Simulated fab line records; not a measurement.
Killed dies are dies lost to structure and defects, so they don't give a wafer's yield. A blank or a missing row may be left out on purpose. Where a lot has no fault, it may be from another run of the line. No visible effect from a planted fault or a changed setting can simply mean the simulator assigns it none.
A struck lot beside a sound one || flow sky130 || 37 steps out of a route of 708
Sound: these wafers, L467.3, L467.4, L467.6. Struck: wafer L460.1 (left out: L460.5, a lot-mate that was not struck); the cause follows at the end.
Order at every step that has rows: each side's tool, ch and its chambers, its first start. Under that, the readings that differ: sound wafers || struck wafers || difference of the means || sigmas: that difference in standard deviations of wafers without a fault.
alike: words and numbers the same on both sides, and readings whose means are apart by under 2 such deviations; not compared: readings that were withheld, readings missing a value for some wafer, numbers with overlapping values and no deviation given by the record, and bounds like >300 which may hide the same value.
The two part at a step that has a row with sigmas, a row that says differs or no value, or rows on one side only. When numbers do not overlap yet have no deviation, they are printed without sigmas and do not part them. Lack of a reading on every wafer of one side parts them only where that side has two or more wafers.

first, 10 steps without rows for these wafers: SKY_DNWELL_DEVELOP_06 (develop time 60 s); SKY_DNWELL_IMPLANT_07; SKY_DNWELL_STRIP_08 (strips in O2/N2); SKY_PWDE_DEHYDRATE_00 (time 60 s); SKY_PWDE_HMDS_01 (prime time 60 s); SKY_PWDE_COAT_02 (resist thk 3000 nm); SKY_PWDE_SOFTBAKE_03; SKY_PWDE_EXPOSE_04 (exposes mask PWDEM, target cd 840 nm); SKY_PWDE_PEB_05; SKY_PWDE_DEVELOP_06 (develop time 60 s).
SKY_PWDE_IMPLANT_08:
  sound on implanter-02 ch 0, day 7 01:16; struck on implanter-01 ch 0, day 5 08:36
{"reading": "beam on s (s)", "sound": "9.61 9.95 10.26", "struck": 14.26, "difference": "+4.32", "sigmas": "+21"}
{"reading": "faraday current uA", "sound": "21.1 20.4 19.8", "struck": 14.2, "difference": -6.2, "sigmas": -15}
then, 1 step without rows for these wafers: SKY_PWDE_STRIP_09 (strips in O2/N2).
SKY_PWDE_TW_MEAS_10:
  sound: film metro-04 at day 7 01:29; struck: film metro-01 at day 5 08:51
{"reading": "PWDE_TW", "sound": "378.3 379.6 377.6", "struck": 420.1, "difference": "+41.6", "sigmas": "+15"}
then, 22 steps without rows for these wafers: SKY_NWELL_DEHYDRATE_03 (time 60 s); SKY_NWELL_HMDS_04 (prime time 60 s); SKY_NWELL_COAT_05 (resist thk 3000 nm); SKY_NWELL_SOFTBAKE_06; SKY_NWELL_EXPOSE_07 (exposes mask NWM, target cd 840 nm); SKY_NWELL_PEB_08; SKY_NWELL_DEVELOP_09 (develop time 60 s); SKY_NWELL_IMPLANT_11; SKY_NWELL_IMPLANT_12; SKY_NWELL_IMPLANT_13; SKY_NWELL_STRIP_14 (strips in O2/N2); SKY_NWELL_DEHYDRATE_16 (time 60 s); SKY_NWELL_HMDS_17 (prime time 60 s); SKY_NWELL_COAT_18 (resist thk 3000 nm); SKY_NWELL_SOFTBAKE_19; SKY_NWELL_EXPOSE_20 (exposes mask NWM COMPLEMENT, target cd 840 nm); SKY_NWELL_PEB_21; SKY_NWELL_DEVELOP_22 (develop time 60 s); SKY_NWELL_IMPLANT_24; SKY_NWELL_STRIP_25 (strips in O2/N2); SKY_NWELL_CLEAN_27 (cleans in SC1/SC2, time 150 s); SKY_NWELL_RTA_28 (time 30 s).
SKY_NWELL_RS_MEAS_31: measures by four-point-probe.
  sound: film metro-02 at day 8 16:30; struck: film metro-04 at day 6 23:16
{"reading": "PWDE_RS (ohm/sq)", "sound": "5322 5330 5315", "struck": 3993, "difference": -1329, "sigmas": -63}
-- the record jumps here: 40 days lie between the struck wafers' starts before and after (it left off in module NWELL and takes up again in module PAD_OPEN, whose first step shown is number 708 of the route) --
SKY_PAD_OPEN_PROBE_99:
  sound: prober-02 at day 48 15:42; struck: prober-01 at day 47 08:07
{"reading": "killed at front end", "sound": "17 21 14", "struck": 28, "difference": "+11", "sigmas": "+2"}
{"reading": "model.etest.res_p_drift_20v.line ohm um", "sound": "1.135e+04 1.076e+04 1.13e+04", "struck": 8218, "difference": -2919, "sigmas": ""}
{"reading": "model.etest.res_p_drift_20v.rs ohm sq", "sound": "9482 9003 9439", "struck": 6805, "difference": -2503, "sigmas": ""}
{"reading": "model.etest.res pwde under gate.rs ohm sq", "sound": "6190 6195 6211", "struck": 4461, "difference": -1738, "sigmas": ""}
  alike: killed_at_M0_to_M3, killed_at_M4_up, killed at contacts, killed at other, killed dies, killed open, killed short

## WHERE THEY PART
Last at SKY_PAD_OPEN_PROBE_99 as far as this record goes, first at SKY_PWDE_IMPLANT_08.

WHY: the cause the simulator had injected
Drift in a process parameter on implanter-01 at SKY_PWDE_IMPLANT_08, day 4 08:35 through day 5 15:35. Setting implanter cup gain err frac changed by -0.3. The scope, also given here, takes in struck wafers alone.
